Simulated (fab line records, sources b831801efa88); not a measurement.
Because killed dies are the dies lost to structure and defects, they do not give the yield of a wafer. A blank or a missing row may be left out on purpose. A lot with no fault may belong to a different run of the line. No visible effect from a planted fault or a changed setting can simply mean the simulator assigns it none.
What tool caused it? :: flow gf180mcu :: 7 lots, 21 wafers sampled, at 2 steps of a route of 602

## WHAT THE GAUGES SHOWED, per wafer
GF_M4_CD_MEAS_14 targets a cd of 280 nm.
lot: L543
measured: day 23 22:22
on: cd sem-01
cd nm (nm): 279.2 280.5 280.8

lot: L546
measured: day 24 23:40
on: cd sem-02
cd nm (nm): 279.9 280.9 281.0

lot: L555
measured: day 27 23:07
on: cd sem-02
cd nm (nm): 281.1 280.9 280.5

lot: L558
measured: day 28 18:22
on: cd sem-01
cd nm (nm): 279.6 279.7 279.9

lot: L560
measured: day 29 11:37
on: cd sem-02
cd nm (nm): 279.6 279.6 280.5

lot: L562
measured: day 30 00:11
on: cd sem-01
cd nm (nm): 278.4 279.1 280.8

lot: L564
measured: day 30 16:17
on: cd sem-01
cd nm (nm): 280.5 282.0 280.9

## TOOL THAT RAN EACH LOT (tool first, then ch and the chambers of the sampled wafers, then the start)
lot: L543
GF_M4_SPUTTER_02: pvd sputter-03, day 22 23:26

lot: L546
GF_M4_SPUTTER_02: pvd sputter-04, day 24 02:16

lot: L555
GF_M4_SPUTTER_02: pvd sputter-01, day 27 02:41

lot: L558
GF_M4_SPUTTER_02: pvd sputter-04, day 27 23:04

lot: L560
GF_M4_SPUTTER_02: pvd sputter-04, day 28 16:08

lot: L562
GF_M4_SPUTTER_02: pvd sputter-04, day 29 05:37

lot: L564
GF_M4_SPUTTER_02: pvd sputter-01, day 29 21:50
- GF_M4_SPUTTER_02: material AlCu, target thk 450 nm, time 23.9 s.

## THE ANSWER, worked out from the rows above alone
Rule: what is usual is taken from the lots themselves. Put in order of their means at a reading, lots are off if they are a third of the lots or fewer, leave a main group of 4 or more, and stand apart from it by a gap of 3 or more times the standard deviation of the main group's means; of several such gaps the widest counts. A main group whose means are all the same, to the digits that the tables above print for the reading, isn't used. A lot without any number at a reading at which 4 lots or more have one is off too. The other lots that the step has rows for count as sound.
No lot is off at any reading shown: from this, nothing can be told.

## WHAT THE SIMULATOR HAD INSERTED
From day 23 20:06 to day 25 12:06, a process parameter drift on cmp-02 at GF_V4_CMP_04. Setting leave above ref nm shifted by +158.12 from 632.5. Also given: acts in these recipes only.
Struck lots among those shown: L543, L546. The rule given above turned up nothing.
